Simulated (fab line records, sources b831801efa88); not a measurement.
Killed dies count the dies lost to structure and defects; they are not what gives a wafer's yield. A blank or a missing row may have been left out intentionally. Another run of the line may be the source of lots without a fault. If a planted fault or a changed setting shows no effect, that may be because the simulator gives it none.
Matching of chambers || flow gf180mcu || cmp-02 running GF_CONTACT_CMP_27: 4 sister chambers
The step polishes, stops on SiO2, t overpolish 15 s, target thk 0 nm. 14 wafers are shown with their chamber, then 7 later ones without.

## EACH WAFER AND ITS CHAMBER
{"wafer": "L144.2", "chamber": 0, "motor-current-A (A)": 11.6, "time-to-endpoint-s (s)": 73, "overpolish-run-s (s)": 14.995}
{"wafer": "L144.4", "chamber": 3, "motor-current-A (A)": 10.4, "time-to-endpoint-s (s)": 77, "overpolish-run-s (s)": 15.000}
{"wafer": "L144.5", "chamber": 2, "motor-current-A (A)": 10.1, "time-to-endpoint-s (s)": 70, "overpolish-run-s (s)": 15.004}
{"wafer": "L148.1", "chamber": 2, "motor-current-A (A)": 10.6, "time-to-endpoint-s (s)": 70, "overpolish-run-s (s)": 14.994}
{"wafer": "L148.3", "chamber": 1, "motor-current-A (A)": 9.7, "time-to-endpoint-s (s)": 65, "overpolish-run-s (s)": 14.975}
{"wafer": "L148.4", "chamber": 3, "motor-current-A (A)": 10.8, "time-to-endpoint-s (s)": 76, "overpolish-run-s (s)": 15.001}
{"wafer": "L151.1", "chamber": 1, "motor-current-A (A)": 9.6, "time-to-endpoint-s (s)": 67, "overpolish-run-s (s)": 15.020}
{"wafer": "L151.3", "chamber": 3, "motor-current-A (A)": 10.5, "time-to-endpoint-s (s)": 77, "overpolish-run-s (s)": 15.011}
{"wafer": "L151.5", "chamber": 1, "motor-current-A (A)": 9.6, "time-to-endpoint-s (s)": 66, "overpolish-run-s (s)": 15.001}
{"wafer": "L152.3", "chamber": 2, "motor-current-A (A)": 10.8, "time-to-endpoint-s (s)": 76, "overpolish-run-s (s)": 14.997}
{"wafer": "L152.4", "chamber": 1, "motor-current-A (A)": 10.0, "time-to-endpoint-s (s)": 69, "overpolish-run-s (s)": 14.997}
{"wafer": "L152.5", "chamber": 1, "motor-current-A (A)": 9.5, "time-to-endpoint-s (s)": 71, "overpolish-run-s (s)": 15.010}
{"wafer": "L154.2", "chamber": 0, "motor-current-A (A)": 11.2, "time-to-endpoint-s (s)": 73, "overpolish-run-s (s)": 14.986}
{"wafer": "L154.4", "chamber": 2, "motor-current-A (A)": 10.9, "time-to-endpoint-s (s)": 68, "overpolish-run-s (s)": 14.983}

SIGNATURES (means of the wafers above)
{"reading": "motor-current-A", "chamber 0": 11.400, "chamber 1": 9.680, "chamber 2": 10.600, "chamber 3": 10.567, "scatter within a chamber": 0.264}
{"reading": "time-to-endpoint-s", "chamber 0": 73.00, "chamber 1": 67.60, "chamber 2": 71.00, "chamber 3": 76.67, "scatter within a chamber": 2.45}
{"reading": "overpolish-run-s", "chamber 0": 14.99050, "chamber 1": 15.00060, "chamber 2": 14.99450, "chamber 3": 15.00400, "scatter within a chamber": 0.0122}
Rule: for each reading, subtract the chamber's mean from the wafer's reading, divide by that reading's scatter and square the result; add these up over the readings and take the root, which gives the wafer's distance from the chamber. If the next closest chamber is less than 2 further off than the closest, the wafer can't be placed; otherwise it belongs to the closest. The scatter: take each reading less its chamber's mean, square it, sum over the shown wafers, divide by the number of wafers less the number of chambers, and take the root.

## WAFERS WHOSE CHAMBER IS MISSING
{"wafer": "L154.6", "motor-current-A (A)": 11.6, "time-to-endpoint-s (s)": 72, "overpolish-run-s (s)": 15.004}
{"wafer": "L156.1", "motor-current-A (A)": 9.9, "time-to-endpoint-s (s)": 70, "overpolish-run-s (s)": 15.005}
{"wafer": "L156.3", "motor-current-A (A)": 10.8, "time-to-endpoint-s (s)": 83, "overpolish-run-s (s)": 14.989}
{"wafer": "L156.5", "motor-current-A (A)": 9.9, "time-to-endpoint-s (s)": 69, "overpolish-run-s (s)": 14.999}
{"wafer": "L161.1", "motor-current-A (A)": 11.1, "time-to-endpoint-s (s)": 73, "overpolish-run-s (s)": 15.009}
{"wafer": "L161.5", "motor-current-A (A)": 9.6, "time-to-endpoint-s (s)": 64, "overpolish-run-s (s)": 14.996}
{"wafer": "L161.6", "motor-current-A (A)": 10.5, "time-to-endpoint-s (s)": 71, "overpolish-run-s (s)": 15.002}

## WHICH CHAMBER EACH ONE RAN IN
{"wafer": "L154.6", "from the rows above": 0, "in truth": 0}
{"wafer": "L156.1", "from the rows above": "can't be placed: 1 or 2", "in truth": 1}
{"wafer": "L156.3", "from the rows above": "can't be placed: 3 or 0 or 2", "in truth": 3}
{"wafer": "L156.5", "from the rows above": "can't be placed: 1 or 2", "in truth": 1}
{"wafer": "L161.1", "from the rows above": "can't be placed: 0 or 2 or 3", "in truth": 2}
{"wafer": "L161.5", "from the rows above": 1, "in truth": 1}
{"wafer": "L161.6", "from the rows above": "can't be placed: 2 or 3", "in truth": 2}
2 of 7 placed correctly. From these rows, 5 cannot be placed; in 5 the true chamber is one of the candidates. Wrongly placed: 0.
